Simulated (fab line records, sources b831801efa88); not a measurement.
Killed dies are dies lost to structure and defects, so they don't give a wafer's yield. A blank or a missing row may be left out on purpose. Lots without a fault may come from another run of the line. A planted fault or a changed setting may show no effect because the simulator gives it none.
Which tool did it? | flow gf180mcu | 13 lots, 39 wafers sampled, at 4 steps of a route of 602

WHAT THE GAUGES READ, wafer by wafer
GF_MIM_THK_MEAS_11: measures by xrf.
lot  | measured     | on            | MIM_ALCU_THK (nm)
L189 | day 24 13:25 | film_metro-01 | 198.7 199.1 197.6
L190 | day 24 19:37 | film_metro-01 | 195.3 195.7 196.5
L192 | day 25 18:02 | film_metro-01 | 194.8 197.5 196.9
L193 | day 26 00:14 | film_metro-03 | 196.8 198.4 199.0
L194 | day 26 08:47 | film_metro-01 | 197.6 195.8 198.5
L197 | day 27 10:28 | film_metro-03 | 200.5 202.6 202.6
L205 | day 29 17:08 | film_metro-03 | 199.2 197.6 197.7
L206 | day 29 21:01 | film_metro-02 | 197.1 193.9 197.0
L207 | day 30 02:01 | film_metro-02 | 200.2 200.6 201.6
L209 | day 30 19:06 | film_metro-03 | 201.2 201.2 199.7
L210 | day 30 22:25 | film_metro-01 | 196.1 195.0 194.2
L211 | day 31 03:01 | film_metro-02 | 202.4 200.9 204.3
L212 | day 31 11:27 | film_metro-02 | 202.5 201.9 200.6

GF_PASSIVATION_THK_MEAS_01.
lot  | measured     | on            | PASSIVATION_CVD_00_THK (nm)
L189 | day 28 05:23 | film_metro-01 | 965 974 989
L190 | day 28 10:30 | film_metro-03 | 990 981 990
L192 | day 29 06:53 | film_metro-01 | 994 1001 984
L193 | day 29 12:25 | film_metro-03 | 1009 992 1028
L194 | day 29 20:24 | film_metro-01 | 983 1022 994
L197 | day 30 18:17 | film_metro-01 | 983 997 1006
L205 | day 32 19:55 | film_metro-01 | 982 1012 986
L206 | day 32 23:34 | film_metro-03 | 991 1004 985
L207 | day 33 02:29 | film_metro-04 | 986 980 1003
L209 | day 33 17:27 | film_metro-01 | 987 1013 1013
L210 | day 33 20:07 | film_metro-03 | 991 1020 1005
L211 | day 34 01:52 | film_metro-01 | 992 1015 1005
L212 | day 34 07:57 | film_metro-01 | 981 977 1008

WHICH TOOL RAN EACH LOT (tool, then ch and the chambers of the sampled wafers, then the start)
lot  | GF_POLY_GATE_STRIP_14                | GF_V5_ETCH_17
L189 | plasma_asher-01 ch 0,1, day 9 07:23  | rie_diel-02 ch 1,2,3, day 28 05:23 or earlier
L190 | plasma_asher-01 ch 0, day 9 12:55    | rie_diel-03 ch 1,3, day 28 10:30 or earlier
L192 | plasma_asher-01 ch 0,1, day 10 05:40 | rie_diel-02 ch 0,2,3, day 29 06:53 or earlier
L193 | plasma_asher-01 ch 0, day 10 13:14   | rie_diel-04 ch 0,1,2, day 29 12:25 or earlier
L194 | plasma_asher-01 ch 0,1, day 10 18:34 | rie_diel-03 ch 0,2,3, day 29 20:24 or earlier
L197 | plasma_asher-01 ch 0,1, day 11 19:40 | rie_diel-02 ch 0,2,3, day 30 18:17 or earlier
L205 | plasma_asher-04 ch 0,1, day 13 22:59 | rie_diel-03 ch 0,2, day 32 19:55 or earlier
L206 | plasma_asher-01 ch 0,1, day 14 07:22 | rie_diel-02 ch 0,2,3, day 32 23:34 or earlier
L207 | plasma_asher-01 ch 0,1, day 14 11:40 | rie_diel-02 ch 0,1, day 33 02:29 or earlier
L209 | plasma_asher-03 ch 0,1, day 15 08:29 | rie_diel-04 ch 0,1,3, day 33 17:27 or earlier
L210 | plasma_asher-01 ch 0,1, day 15 13:25 | rie_diel-02 ch 0,2,3, day 33 20:07 or earlier
L211 | plasma_asher-04 ch 0,1, day 15 18:25 | rie_diel-04 ch 0,3, day 34 01:52 or earlier
L212 | plasma_asher-03 ch 0,1, day 16 02:04 | rie_diel-03 ch 0,2,3, day 34 07:57 or earlier
- GF_POLY_GATE_STRIP_14: strips in O2/N2.
- GF_V5_ETCH_17: etches SiO2 in C4F8/O2/Ar, stops on TiN, target depth 855 nm.

WHAT THE TOOLS THEMSELVES READ (means of the sampled wafers that have a number; where no wafer has one, the mark that the record gives instead)
GF_POLY_GATE_STRIP_14.
lot  | tool            | chamber_pressure_mTorr (mTorr) | drypump_motor_current_A (A) | heater_power_w (W) | n2_flow_sccm (sccm) | oes_product_au (a.u.)
L189 | plasma_asher-01 | 1499.9                         | 5.7                         | 335                | 299.9               | 0.504
L190 | plasma_asher-01 | 1501.1                         | 5.2                         | 330                | 300.7               | 0.507
L192 | plasma_asher-01 | 1501.8                         | 5.4                         | 337                | 300.3               | 0.503
L193 | plasma_asher-01 | 1499.4                         | 5.2                         | 331                | 299.1               | 0.510
L194 | plasma_asher-01 | 1501.0                         | 5.5                         | 338                | 299.1               | 0.508
L197 | plasma_asher-01 | 1499.2                         | 5.4                         | 337                | 299.5               | 0.502
L205 | plasma_asher-04 | 1500.4                         | 6.0                         | 324                | 300.6               | 0.499
L206 | plasma_asher-01 | 1500.7                         | 5.5                         | 329                | 300.1               | 0.501
L207 | plasma_asher-01 | 1500.4                         | 5.5                         | 332                | 300.1               | 0.506
L209 | plasma_asher-03 | 1500.6                         | 5.9                         | 300                | 300.3               | 0.505
L210 | plasma_asher-01 | 1500.4                         | 5.7                         | 337                | 300.8               | 0.502
L211 | plasma_asher-04 | 1499.8                         | 5.9                         | 320                | 300.2               | 0.504
L212 | plasma_asher-03 | 1500.0                         | 5.9                         | 304                | 300.9               | 0.505

GF_V5_ETCH_17.
lot  | tool        | chamber_pressure_mTorr (mTorr) | oes_product_au (a.u.)
L189 | rie_diel-02 | 39.99                          | 0.858
L190 | rie_diel-03 | 39.98                          | 0.863
L192 | rie_diel-02 | 40.00                          | 0.860
L193 | rie_diel-04 | 40.00                          | 0.859
L194 | rie_diel-03 | 40.00                          | 0.857
L197 | rie_diel-02 | 39.99                          | 0.862
L205 | rie_diel-03 | 40.01                          | 0.860
L206 | rie_diel-02 | 39.99                          | 0.860
L207 | rie_diel-02 | 40.03                          | 0.862
L209 | rie_diel-04 | 40.01                          | 0.861
L210 | rie_diel-02 | 40.01                          | 0.859
L211 | rie_diel-04 | 40.00                          | 0.865
L212 | rie_diel-03 | 40.00                          | 0.858

THE ANSWER, worked out from the rows above alone
Rule: what is usual is taken from the lots themselves. Put in order of their means at a reading, lots are off if they are a third of the lots or fewer, leave a main group of 4 or more, and stand apart from it by a gap of 3 or more times the standard deviation of the main group's means; of several such gaps the widest counts. A main group whose means are all the same, to the digits that the tables above print for the reading, isn't used. A lot without any number at a reading at which 4 lots or more have one is off too. The other lots that the step has rows for count as sound. The gauges are gone through in route order, then the tools' own readings, and for those a lot's mean is taken as printed above. The first step at which some lot is off is used, and at that step the reading that is off furthest; a lot without a number counts as furthest.
No lot is off at any reading shown: from this, nothing can be told.

WHAT THE SIMULATOR HAD PUT IN
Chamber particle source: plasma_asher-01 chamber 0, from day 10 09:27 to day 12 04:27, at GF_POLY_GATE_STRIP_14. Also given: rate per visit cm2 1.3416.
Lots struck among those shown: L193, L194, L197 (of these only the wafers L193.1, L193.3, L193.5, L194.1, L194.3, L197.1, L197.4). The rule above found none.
